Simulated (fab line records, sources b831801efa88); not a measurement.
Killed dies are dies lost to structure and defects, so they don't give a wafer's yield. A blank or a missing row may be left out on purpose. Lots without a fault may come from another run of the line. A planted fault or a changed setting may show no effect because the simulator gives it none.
Chamber matching | flow gf180mcu | GF_V1_ETCH_16 on rie_diel-02: 4 sister chambers
The step etches BARC in N2/H2. 4 wafers are shown with their chamber, then 9 later ones without.

WAFERS WITH THEIR CHAMBER
wafer  | chamber | drypump_motor_current_A (A)
L082.4 | 2       | 5.6
L082.6 | 3       | 5.5
L083.4 | 1       | 4.8
L083.6 | 0       | 6.0

WAFERS WITHOUT THEIR CHAMBER
wafer  | drypump_motor_current_A (A)
L085.3 | 5.4
L085.4 | 5.6
L085.6 | 5.6
L087.1 | 4.9
L087.4 | 4.8
L087.5 | 5.5
L093.1 | 4.8
L093.2 | 6.0
L093.4 | 5.6

WHICH CHAMBER EACH WENT THROUGH
wafer  | from the rows above | in truth
L085.3 | 3                   | 3
L085.4 | 2                   | 2
L085.6 | 2                   | 2
L087.1 | 1                   | 1
L087.4 | 1                   | 1
L087.5 | 3                   | 3
L093.1 | 1                   | 1
L093.2 | 0                   | 0
L093.4 | 2                   | 2
Placed correctly: 9 of 9. Can't be placed from these rows: 0. Placed wrongly: 0.
How it was worked out, from the rows above alone: a wafer's distance from a chamber is the root of the sum, over the readings, of the square of ((its reading less the chamber's mean) divided by the reading's scatter). The wafer belongs to the nearest chamber; if the next one is less than 2 further off, it can't be placed. A chamber's mean is the mean of its shown wafers. The scatter: with one shown wafer a chamber, the root of the mean of the squares of how far each hidden wafer lies from its nearest shown one.
